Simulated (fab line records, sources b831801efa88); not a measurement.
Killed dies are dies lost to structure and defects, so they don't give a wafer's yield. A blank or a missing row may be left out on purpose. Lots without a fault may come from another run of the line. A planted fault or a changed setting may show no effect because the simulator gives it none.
Which tool did it? | flow gf180mcu | 11 lots, 33 wafers sampled, at 4 steps of a route of 602

WHAT THE GAUGES READ, wafer by wafer
GF_HV_LDD_THK_MEAS_55.
lot  | measured     | on            | HV_LDD_CVD_54_THK (nm)
L362 | day 12 22:07 | film_metro-01 | 9.94 9.68 9.85
L363 | day 13 08:56 | film_metro-02 | 9.88 9.85 10.05
L364 | day 13 17:43 | film_metro-03 | 9.95 10.00 9.92
L370 | day 15 16:49 | film_metro-03 | 10.29 10.21 10.25
L372 | day 16 06:37 | film_metro-01 | 9.97 9.72 9.92
L373 | day 16 11:38 | film_metro-03 | 10.28 10.16 10.21
L374 | day 16 18:32 | film_metro-02 | 20.43 20.45 20.45
L375 | day 17 04:53 | film_metro-02 | 20.21 20.29 20.28
L382 | day 19 14:10 | film_metro-02 | 10.19 10.19 10.17
L383 | day 20 00:31 | film_metro-03 | 9.95 9.90 9.98
L384 | day 20 09:32 | film_metro-01 | 9.97 9.84 10.01

WHICH TOOL RAN EACH LOT (tool, then ch and the chambers of the sampled wafers, then the start)
lot  | GF_HV_LDD_STRIP_49                   | GF_HV_LDD_RTA_52                 | GF_HV_LDD_CVD_54
L362 | plasma_asher-02 ch 0,1, day 12 20:42 | rtp_anneal-02 ch 0, day 12 20:55 | lpcvd-01 ch 1, day 12 21:06
L363 | plasma_asher-04 ch 0, day 13 07:31   | rtp_anneal-02 ch 0, day 13 07:44 | lpcvd-02 ch 0, day 13 07:55
L364 | plasma_asher-04 ch 0,1, day 13 16:18 | rtp_anneal-02 ch 0, day 13 16:31 | lpcvd-01 ch 1, day 13 16:42
L370 | plasma_asher-02 ch 0,1, day 15 15:24 | rtp_anneal-01 ch 0, day 15 15:37 | lpcvd-01 ch 1, day 15 15:48
L372 | plasma_asher-02 ch 0,1, day 16 05:11 | rtp_anneal-02 ch 0, day 16 05:24 | lpcvd-02 ch 0, day 16 05:34
L373 | plasma_asher-04 ch 1, day 16 10:12   | rtp_anneal-02 ch 0, day 16 10:25 | lpcvd-01 ch 0, day 16 10:37
L374 | plasma_asher-04 ch 0,1, day 16 17:07 | rtp_anneal-02 ch 0, day 16 17:20 | lpcvd-01 ch 1, day 16 17:31
L375 | plasma_asher-02 ch 0, day 17 03:28   | rtp_anneal-02 ch 0, day 17 03:41 | lpcvd-01 ch 0, day 17 03:51
L382 | plasma_asher-01 ch 1, day 19 12:45   | rtp_anneal-02 ch 0, day 19 12:58 | lpcvd-02 ch 1, day 19 13:08
L383 | plasma_asher-02 ch 0,1, day 19 23:06 | rtp_anneal-02 ch 0, day 19 23:19 | lpcvd-01 ch 1, day 19 23:29
L384 | plasma_asher-04 ch 0,1, day 20 08:08 | rtp_anneal-01 ch 0, day 20 08:20 | lpcvd-01 ch 0, day 20 08:29
- GF_HV_LDD_STRIP_49: strips in O2/N2.
- GF_HV_LDD_RTA_52: time 10 s.
- GF_HV_LDD_CVD_54: deposits SiO2 from TEOS, target thk 10 nm, time 75 s.

THE ANSWER, worked out from the rows above alone
Rule: what is usual is taken from the lots themselves. Put in order of their means at a reading, lots are off if they are a third of the lots or fewer, leave a main group of 4 or more, and stand apart from it by a gap of 3 or more times the standard deviation of the main group's means; of several such gaps the widest counts. A main group whose means are all the same, to the digits that the tables above print for the reading, isn't used. A lot without any number at a reading at which 4 lots or more have one is off too. The other lots that the step has rows for count as sound.
Off: L374, L375, at GF_HV_LDD_THK_MEAS_55 (HV_LDD_CVD_54_THK). The main group: mean 10.01 nm, standard deviation 0.15.
A tool fits if, at a process step before that reading, it ran every lot that is off, and no sound lot after the first of them. The gauges at GF_HV_LDD_THK_MEAS_55 are tried like those tools. None of those tried fits.

WHAT THE SIMULATOR HAD PUT IN
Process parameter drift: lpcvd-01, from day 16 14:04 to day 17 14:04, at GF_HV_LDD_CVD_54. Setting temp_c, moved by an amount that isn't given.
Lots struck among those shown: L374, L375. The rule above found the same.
